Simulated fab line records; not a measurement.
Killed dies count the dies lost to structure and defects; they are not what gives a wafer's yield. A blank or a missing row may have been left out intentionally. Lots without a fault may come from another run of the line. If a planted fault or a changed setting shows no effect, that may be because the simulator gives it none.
Struck lot and sound lot, side by side ; flow sky130 ; 15 steps out of a route of 708
Sound: these wafers, L829.3, L829.4, L829.5. Wafers L844.1, L844.2, L844.5 were the ones struck. At the end, the cause is stated.
Order at every step that has rows: each side's tool, ch and its chambers, its first start. Under that, the readings that differ: sound wafers ; struck wafers ; difference of the means ; sigmas: that difference in standard deviations of wafers without a fault.
alike: readings whose means differ by less than 2 such deviations, and words and numbers that are the same on both sides. not compared: withheld readings, readings that some wafer has no value for, bounds like >300 that may hide the same value, and numbers for which the record gives no deviation and whose values overlap.
The two part at a step that has a row with sigmas, a row that says differs or no value, or rows on one side only. Numbers that don't overlap but have no deviation are shown without sigmas and don't part them. A reading that every wafer of one side lacks parts them only if that side has two wafers or more.

first, 4 steps without rows for these wafers: SKY_VT_ADJUST_PCH_SOFTBAKE_03; SKY_VT_ADJUST_PCH_EXPOSE_04 (exposes mask NWM, target cd 840 nm); SKY_VT_ADJUST_PCH_PEB_05; SKY_VT_ADJUST_PCH_DEVELOP_06 (develop time 60 s).
SKY_VT_ADJUST_PCH_OVL_MEAS_07:
  struck on overlay-02, day 15 13:46; sound on overlay-02, day 11 10:30
  alike: VT_ADJUST_PCH_OVL
following that, these wafers have no rows for 1 step: SKY_VT_ADJUST_PCH_IMPLANT_08.
SKY_VT_ADJUST_PCH_STRIP_09: strips in O2/N2.
  sound on plasma asher-04 ch 0,1, day 11 10:43; struck on plasma asher-04 ch 0,1, day 15 13:57
  alike: drypump motor current A, oes product au, strip time to endpoint s
  not compared: rf hours counter h
SKY_VT_ADJUST_PCH_TW_MEAS_10:
  struck on film metro-04, day 15 14:03; sound on film metro-02, day 11 10:48
reading;sound;struck;difference;sigmas
VT_ADJUST_PCH_TW;140.5 140.1 140.3;143.7 144.1 143.4;+3.4;+3
then, 4 steps without rows for these wafers: SKY_SONOS_TUNNEL_DEHYDRATE_00 (time 60 s); SKY_SONOS_TUNNEL_HMDS_01 (prime time 60 s); SKY_SONOS_TUNNEL_COAT_02 (resist thk 1140 nm); SKY_SONOS_TUNNEL_SOFTBAKE_03 (time 60 s).
SKY_SONOS_TUNNEL_EXPOSE_04: exposes mask TUNM, target cd 410 nm.
  sound on iline stepper-02 ch 0, day 11 22:15; struck on iline stepper-01 ch 0, day 16 03:10
reading;sound;struck;difference;sigmas
exposure dose mJ cm2;136.18 136.05 136.08;133.38 133.22 133.22;-2.83;-22
  alike: mask
following that, these wafers have no rows for 1 step: SKY_SONOS_TUNNEL_PEB_05.
SKY_PAD_OPEN_PROBE_99:
  the record holds rows for the sound wafers here (prober-02, day 46 18:09) but none for the struck ones

== WHERE THEY PART ==
At SKY_VT_ADJUST_PCH_TW_MEAS_10 first; at SKY_PAD_OPEN_PROBE_99 last (within this record only).

WHY: the cause the simulator had injected
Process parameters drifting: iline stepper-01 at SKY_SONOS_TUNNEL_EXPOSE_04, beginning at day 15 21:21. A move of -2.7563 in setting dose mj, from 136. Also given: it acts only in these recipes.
